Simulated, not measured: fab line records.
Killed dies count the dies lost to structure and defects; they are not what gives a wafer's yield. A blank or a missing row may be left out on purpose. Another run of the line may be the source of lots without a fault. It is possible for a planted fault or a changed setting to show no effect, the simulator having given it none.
Comparing a struck lot with a sound one :: flow gf180mcu :: 19 out of 602 route steps
Sound: these wafers, L568.1, L568.3, L568.4. Wafers L576.4, L576.5, L576.6 were the ones struck. The cause comes at the end.
Per side, at each step with rows, come the tool, then ch with its chambers, and then its first start. Under that, the readings that differ: sound wafers :: struck wafers :: difference of the means :: sigmas: that difference in standard deviations of wafers without a fault.
alike: readings whose means differ by less than 2 such deviations, and words and numbers that are the same on both sides. not compared: withheld readings, readings that some wafer has no value for, bounds like >300 that may hide the same value, and numbers for which the record gives no deviation and whose values overlap.
The two part at a step that has a row with sigmas, a row that says differs or no value, or rows on one side only. When numbers do not overlap yet have no deviation, they are printed without sigmas and do not part them. Lack of a reading on every wafer of one side parts them only where that side has two or more wafers.

GF_M1_STRIP_17: strips in O2/N2.
  sound on plasmaAsher-03 ch 0,1, day 18 03:26; struck on plasmaAsher-03 ch 0,1, day 21 04:52
  alike: drypumpMotorCurrentA, heaterPowerW, oesProductAu, stripTimeToEndpointS
  not compared: rfHoursCounterH
then, 3 steps without rows for these wafers: GF_M1_STRIP_18 (strips in post etch residue remover, time 1200 s); GF_M1_CLEAN_19 (cleans in DIW); GF_V1_CVD_00 (deposits SiO2, target thk 600 nm, time 100 s).
GF_V1_THK_MEAS_01:
  sound: filmMetro-03 at day 18 04:02; struck: filmMetro-04 at day 21 05:29
reading: V1_CVD_00_THK (nm)
sound: 580 593 589
struck: 603 597 601
difference: +13
sigmas: +2
GF_V1_CVD_02: deposits SiO2 from TEOS, target thk 850 nm, time 94.851 s.
  sound on pecvd-02 ch 0,1,2, day 18 04:05; struck on pecvd-02 ch 0,1,2, day 21 05:32
  alike: heaterPowerOuterW, heaterPowerW, susceptorTempC
GF_V1_THK_MEAS_03:
  sound: filmMetro-04 at day 18 04:10; struck: filmMetro-01 at day 21 05:37
  alike: V1_CVD_02_THK
GF_V1_CMP_04: polishes SiO2.
  sound on cmp-02 ch 0,1,2, day 18 04:13; struck on cmp-01 ch 1,2, day 21 05:41
  alike: motorCurrentA, timeToEndpointS
GF_V1_BOW_MEAS_05:
  sound: filmMetro-03 at day 18 04:31; struck: filmMetro-03 at day 21 06:00
  alike: V1_BOW
then, 3 steps without rows for these wafers: GF_V1_DEHYDRATE_06 (time 60 s); GF_V1_HMDS_07 (prime time 60 s); GF_V1_COAT_08.
GF_V1_COAT_09: resist thk 1000 nm.
  sound on lithoTrack-02 ch 0, day 18 16:00; struck on lithoTrack-01 ch 0, day 21 18:00
reading: model.KrF_of_V1_COAT_09.thkNm (nm)
sound: 998.7 999.7 1002
struck: 1013 1012 1013
difference: +13
sigmas: 
  alike: resistLineTempC
then, 3 steps without rows for these wafers: GF_V1_SOFTBAKE_10 (time 60 s); GF_V1_EXPOSE_11 (exposes mask Via1, target cd 260 nm); GF_V1_PEB_12 (peb time 90 s).
GF_V1_DEVELOP_13: develop time 60 s.
  sound on lithoTrack-04 ch 0, day 19 04:25; struck on lithoTrack-01 ch 0, day 22 05:41
reading: model.KrF_of_V1_COAT_09.thkNm (nm)
sound: 983.8 984.8 987.6
struck: 997.9 996.7 998.5
difference: +12.3
sigmas: 
  alike: resistLineTempC
GF_V1_CD_MEAS_14 targets a cd of 260 nm.
  sound: cdSem-01 at day 19 04:34; struck: cdSem-02 at day 22 05:49
  alike: cdNm
after that, 1 step had no rows for these wafers: GF_PASSIVATION_PROBE_99.

## WHERE THEY PART
Within this record, at GF_V1_THK_MEAS_01 only. Later steps at which nothing parts them and some readings are alike: GF_V1_CVD_02, GF_V1_THK_MEAS_03, GF_V1_CMP_04, GF_V1_BOW_MEAS_05, GF_V1_COAT_09, GF_V1_DEVELOP_13, GF_V1_CD_MEAS_14.

WHY: whatever the simulator had introduced
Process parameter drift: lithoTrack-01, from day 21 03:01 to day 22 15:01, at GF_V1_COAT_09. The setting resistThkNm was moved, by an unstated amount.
